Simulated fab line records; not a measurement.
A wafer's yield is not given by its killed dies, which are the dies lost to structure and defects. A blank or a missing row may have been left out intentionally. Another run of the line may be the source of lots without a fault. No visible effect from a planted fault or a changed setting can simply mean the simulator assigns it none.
A lot that was struck, set against a sound lot ; flow sky130 ; 14 out of 708 route steps
Sound: these wafers, L417.2, L417.5, L417.6. The struck wafers were L421.2, L421.4, L421.5. The cause is given at the end.
Order at every step that has rows: each side's tool, ch and its chambers, its first start. Under that, the readings that differ: sound wafers ; struck wafers ; difference of the means ; sigmas: that difference in standard deviations of wafers without a fault.
alike: same words and numbers on both sides, and readings whose means sit less than 2 such deviations apart. not compared: any withheld reading, any reading some wafer has no value for, any bound like >300 that may hide the same value, and any number with overlapping values for which the record gives no deviation.
Wherever a step has rows on one side only, a row that says differs or no value, or a row with sigmas, the two part there. Non-overlapping numbers with no deviation appear without sigmas and do not part them. A reading that every wafer of one side lacks parts them only if that side has two wafers or more.

SKY_CONTACT_CVD_00: deposits Si3N4, target thk 75 nm.
  sound on pecvd-03 ch 0,2, day 32 07:28; struck on pecvd-03 ch 0,1, day 33 16:51
  alike: heater power w
SKY_CONTACT_THK_MEAS_01:
  sound: film metro-04 at day 32 07:30; struck: film metro-03 at day 33 16:54
  alike: CONTACT_CVD_00_THK
then, 1 step without rows for these wafers: SKY_CONTACT_HDPCVD_02 (deposits SiO2, target thk 565 nm, time 94.2 s).
SKY_CONTACT_THK_MEAS_03:
  sound: film metro-03 at day 32 07:38; struck: film metro-02 at day 33 17:02
  alike: CONTACT_HDPCVD_THK
SKY_CONTACT_CMP_04: polishes SiO2.
  sound on cmp-01 ch 2,3, day 32 07:41; struck on cmp-02 ch 2,3, day 33 17:08
reading;sound;struck;difference;sigmas
time to endpoint s (s);93 94 93;80 80 80;-13;-3
  alike: edge zone pressure frac, head pressure psi, motor current A
SKY_CONTACT_BOW_MEAS_05:
  sound: film metro-02 at day 32 08:00; struck: film metro-04 at day 33 17:24
  alike: CONTACT_BOW
then, 6 steps without rows for these wafers: SKY_CONTACT_DEHYDRATE_06 (time 60 s); SKY_CONTACT_HMDS_07 (prime time 60 s); SKY_CONTACT_COAT_08 (resist thk 60 nm); SKY_CONTACT_COAT_09 (resist thk 450 nm); SKY_CONTACT_SOFTBAKE_10 (time 90 s); SKY_CONTACT_EXPOSE_11 (exposes mask CTM1, target cd 170 nm).
SKY_CONTACT_PEB_12:
  struck on litho track-04, day 34 19:00; sound on litho track-02 ch 0, day 33 10:00
reading;sound;struck;difference;sigmas
exhaust pa (Pa);45.1 45.6 48.1;- - -;no value on the struck wafers;
  not compared: chill plate temp C, resist line temp C
then, 1 step without rows for these wafers: SKY_CONTACT_DEVELOP_13 (develop time 60 s).

## WHERE THEY PART
Last at SKY_CONTACT_PEB_12 as far as this record goes, first at SKY_CONTACT_CMP_04.

WHY: what the simulator had put in
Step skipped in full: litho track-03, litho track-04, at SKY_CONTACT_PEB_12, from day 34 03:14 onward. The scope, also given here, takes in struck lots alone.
